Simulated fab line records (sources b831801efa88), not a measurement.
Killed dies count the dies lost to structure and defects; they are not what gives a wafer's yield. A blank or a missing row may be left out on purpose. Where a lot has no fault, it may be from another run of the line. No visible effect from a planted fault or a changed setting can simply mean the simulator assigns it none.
Split-lot experiment | flow sky130 | on a route of 708 steps: 5 lots, 23 wafers read

== THE SPLIT ITSELF ==
At SKY_VT_ADJUST_LVTN_IMPLANT_08, the setting doseCm2 was moved away from the recipe's 1.57e+12 on 8 of the 23 wafers read, by -4.9% to +4.6%. For the rest of the wafers, this setting stayed at what the recipe calls for.

== SPLIT TO READING: what lies between them in the file, 1 step ==
- SKY_VT_ADJUST_LVTN_STRIP_09: strips in O2/N2

== THE READING ==
VT_ADJUST_LVTN_TW, at SKY_VT_ADJUST_LVTN_TW_MEAS_10. A value of 243.5 with a standard deviation of 1.6 is what fault-free wafers of this fab line usually give.

wafer  | tool, chamber at the split | doseCm2 as run | against the recipe | VT_ADJUST_LVTN_TW | against lot-mates on the recipe
L075.1 | implanter-04, 0            | 1.643e+12      | +4.6%              | 247.3             | +5.0
L075.2 | implanter-04, 0            | 1.643e+12      | +4.6%              | 247.3             | +5.0
L075.3 | implanter-04, 0            | 1.643e+12      | +4.6%              | 246.9             | +4.6
L075.5 | implanter-04, 0            | 1.57e+12       | recipe             | 242.1             | -
L075.6 | implanter-04, 0            | 1.57e+12       | recipe             | 242.5             | -
L076.2 | implanter-01, 0            | 1.57e+12       | recipe             | 244.8             | -
L076.3 | implanter-01, 0            | 1.57e+12       | recipe             | 243.5             | -
L076.4 | implanter-01, 0            | 1.57e+12       | recipe             | 242.6             | -
L076.5 | implanter-01, 0            | 1.57e+12       | recipe             | 242.8             | -
L076.6 | implanter-01, 0            | 1.57e+12       | recipe             | 244.2             | -
L079.3 | implanter-04, 0            | 1.57e+12       | recipe             | 241.5             | -
L079.5 | implanter-04, 0            | 1.57e+12       | recipe             | 243.2             | -
L079.6 | implanter-04, 0            | 1.57e+12       | recipe             | 242.2             | -
L082.1 | implanter-04, 0            | 1.57e+12       | recipe             | 240.1             | -
L082.2 | implanter-04, 0            | 1.57e+12       | recipe             | 242.0             | -
L082.3 | implanter-04, 0            | 1.57e+12       | recipe             | 241.4             | -
L082.4 | implanter-04, 0            | 1.493e+12      | -4.9%              | 237.0             | -4.2
L082.5 | implanter-04, 0            | 1.493e+12      | -4.9%              | 237.7             | -3.5
L084.1 | implanter-01, 0            | 1.57e+12       | recipe             | 245.2             | -
L084.2 | implanter-01, 0            | 1.57e+12       | recipe             | 245.0             | -
L084.4 | implanter-01, 0            | 1.622e+12      | +3.3%              | 247.0             | +1.9
L084.5 | implanter-01, 0            | 1.622e+12      | +3.3%              | 247.0             | +1.9
L084.6 | implanter-01, 0            | 1.622e+12      | +3.3%              | 247.1             | +2.0

FIT RESULTS
A straight line over all 23 wafers: VT_ADJUST_LVTN_TW changes by +1.07 for each +1% of doseCm2; r = +0.91; the points scatter about the line by 1.2.
The same after taking each lot's own level away (the mean of its wafers on the recipe; 23 wafers): +0.85 for each +1%; r = +0.94; scatter 0.77.
That fit puts the effect of the largest move of doseCm2 on the reading at 4.2.
The lots' own levels span 241.17 to 245.10, that is 2.5 times the standard deviation above.
Thus the slope moves with the lot-to-lot level: the two fits are different.
Check: with one of the wafers moved furthest among these (-4.9%) left out of the fit, the line predicts -4.12 for it against its lot-mates. Against them it came out at -4.17.

== OTHER SPLITS ON THESE WAFERS ==
Before the reading, these wafers also passed through other splits. Each is held against what the fit with the lots' levels taken away leaves over:
other split on the same wafers        | wafers away from the commonest value | r with VT_ADJUST_LVTN_TW (lot level and that fit taken away)
SKY_VT_ADJUST_HVTP_SOFTBAKE_03 tempC  | 10                                   | -0.05
SKY_VT_ADJUST_HVTP_IMPLANT_09 doseCm2 | 7                                    | +0.25

== FILE'S OWN FIT ==
VT_ADJUST_LVTN_TW changes by +0.848 for each +1% of doseCm2, r = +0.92.
